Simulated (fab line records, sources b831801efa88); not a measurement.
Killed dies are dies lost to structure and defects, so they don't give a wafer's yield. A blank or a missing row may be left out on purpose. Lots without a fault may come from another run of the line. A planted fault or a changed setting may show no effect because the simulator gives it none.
One fault seen from 2 desks | flow sky130 | each desk has only its own numbers; what lay behind them comes last

THE TOOL OWNER'S DESK: hdpcvd-02
The tool's own readings at SKY_FIELD_ISO_CVD_24 (deposits SiO2, target thk 595 nm, time 99.2 s): means of the sampled wafers that have a number, for each lot that ran on this tool. A lot is out of limits, marked OUT, if its mean lies more than 4 standard deviations from the usual mean; the brackets give that distance.
Columns: A = pressure_mtorr at SKY_FIELD_ISO_CVD_24, usual 5.998 mTorr
lot  | first seen here | A
L662 | day 2 20:02     | 6.003
L666 | day 3 10:58     | 6.002
L667 | day 3 12:17     | 4.795 (-86) OUT
L671 | day 4 10:35     | 4.787 (-87) OUT
This desk's finding: out of limits on L667, L671; first on L667, day 3 12:17 (pressure_mtorr at SKY_FIELD_ISO_CVD_24). In limits: L662, L666.

THE METROLOGY DESK
What the gauges read, lot by lot, whatever tool the lot ran on: means of the sampled wafers that have a number. A lot is out of limits, marked OUT, if its mean lies more than 4 standard deviations from the usual mean; the brackets give that distance.
Columns: A = FIELD_ISO_CVD_24_THK at SKY_FIELD_ISO_THK_MEAS_25, usual 592 nm
lot  | first seen here | A
L661 | day 2 10:32     | 603
L663 | day 2 19:46     | 591
L662 | day 2 20:07     | 597
L666 | day 3 11:02     | 591
L667 | day 3 12:22     | 595
L671 | day 4 10:40     | 591
L673 | day 4 21:10     | 583
L675 | day 5 06:58     | 590
L677 | day 5 17:52     | 592
L678 | day 6 00:01     | 591
L679 | day 6 04:24     | 589
L682 | day 6 22:56     | 593
L684 | day 7 05:32     | 594
This desk's finding: nothing out of limits on any of the 13 lots.

PUT TOGETHER
The tool owner's desk could have raised an alarm at day 3 12:17, on L667, L671.
The metrology desk saw nothing out of limits.
The metrology desk has L667, L671 on record, within its limits.
Of the lots named, all ran SKY_FIELD_ISO_CVD_24 on hdpcvd-02.

WHAT THE SIMULATOR HAD PUT IN
Process parameter drift: hdpcvd-02, from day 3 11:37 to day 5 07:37, at SKY_FIELD_ISO_CVD_24. Setting pressure_mtorr, moved by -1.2, from 6. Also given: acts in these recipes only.
Lots struck among those shown: L667, L671.
Hours from the fault's start to each desk's first reading out of limits: the tool owner's desk, 1.
